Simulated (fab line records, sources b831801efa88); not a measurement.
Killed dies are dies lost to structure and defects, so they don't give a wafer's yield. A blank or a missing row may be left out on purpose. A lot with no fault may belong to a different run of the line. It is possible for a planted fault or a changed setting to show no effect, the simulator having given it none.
Chamber matching + flow gf180mcu + GF_MIM_CVD_05 on pecvd-03: 3 sister chambers
The step deposits Si3N4, target thk 42 nm, time 29.086 s. 30 wafers are shown with their chamber, then 12 later ones without.

== WAFERS PAIRED WITH THEIR CHAMBERS ==
| wafer  | chamber | heater-power-w (W) |
|--------|---------|--------------------|
| L075.2 | 1       | 908                |
| L075.3 | 2       | 573                |
| L075.5 | 2       | 575                |
| L080.3 | 0       | 626                |
| L080.4 | 2       | 710                |
| L080.5 | 0       | 643                |
| L081.1 | 1       | 759                |
| L081.3 | 0       | 647                |
| L081.6 | 0       | 637                |
| L083.1 | 1       | 852                |
| L083.2 | 0       | 632                |
| L083.3 | 2       | 581                |
| L083.4 | 1       | 836                |
| L083.5 | 0       | 633                |
| L083.6 | 2       | 587                |
| L085.3 | 1       | 794                |
| L085.4 | 1       | 782                |
| L085.5 | 2       | 680                |
| L087.3 | 2       | 696                |
| L087.4 | 1       | 832                |
| L087.6 | 2       | 693                |
| L089.3 | 2       | 581                |
| L089.4 | 1       | 744                |
| L089.6 | 2       | 580                |
| L091.1 | 0       | 605                |
| L091.2 | 1       | 788                |
| L091.3 | 2       | 697                |
| L091.4 | 1       | 802                |
| L091.5 | 0       | 605                |
| L091.6 | 2       | 697                |

SIGNATURES (averages over the wafers above)
| reading        | chamber 0 | chamber 1 | chamber 2 | scatter within a chamber |
|----------------|-----------|-----------|-----------|--------------------------|
| heater-power-w | 628.50    | 809.70    | 637.50    | 48.6                     |
Rule: for a wafer and a chamber, the distance is found by dividing, reading by reading, the gap between the wafer's reading and the chamber's mean by the reading's scatter, squaring, summing and taking the root. The wafer belongs to the nearest chamber; if the next one is less than 2 further off, it can't be placed. How the scatter is found: for the shown wafers, subtract from each reading the mean of its chamber, square and add these, divide the total by (wafers less chambers), then take the root.

== WAFERS WHOSE CHAMBER IS MISSING ==
| wafer  | heater-power-w (W) |
|--------|--------------------|
| L093.1 | 610                |
| L093.2 | 576                |
| L093.3 | 838                |
| L093.4 | 640                |
| L093.5 | 580                |
| L093.6 | 833                |
| L094.2 | 704                |
| L094.4 | 764                |
| L094.6 | 627                |
| L095.3 | 594                |
| L095.4 | 761                |
| L095.5 | 609                |

== EACH ONE'S CHAMBER ==
| wafer  | from the rows above          | in truth |
|--------|------------------------------|----------|
| L093.1 | can't be placed: 0 or 2      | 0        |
| L093.2 | can't be placed: 0 or 2      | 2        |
| L093.3 | 1                            | 1        |
| L093.4 | can't be placed: 2 or 0      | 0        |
| L093.5 | can't be placed: 0 or 2      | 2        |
| L093.6 | 1                            | 1        |
| L094.2 | can't be placed: 2 or 0 or 1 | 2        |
| L094.4 | can't be placed: 1 or 2 or 0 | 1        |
| L094.6 | can't be placed: 0 or 2      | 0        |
| L095.3 | can't be placed: 0 or 2      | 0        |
| L095.4 | can't be placed: 1 or 2 or 0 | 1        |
| L095.5 | can't be placed: 0 or 2      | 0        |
2 of 12 placed correctly. From these rows, 10 cannot be placed; in 10 the true chamber is one of the candidates. Placed wrongly: 0.
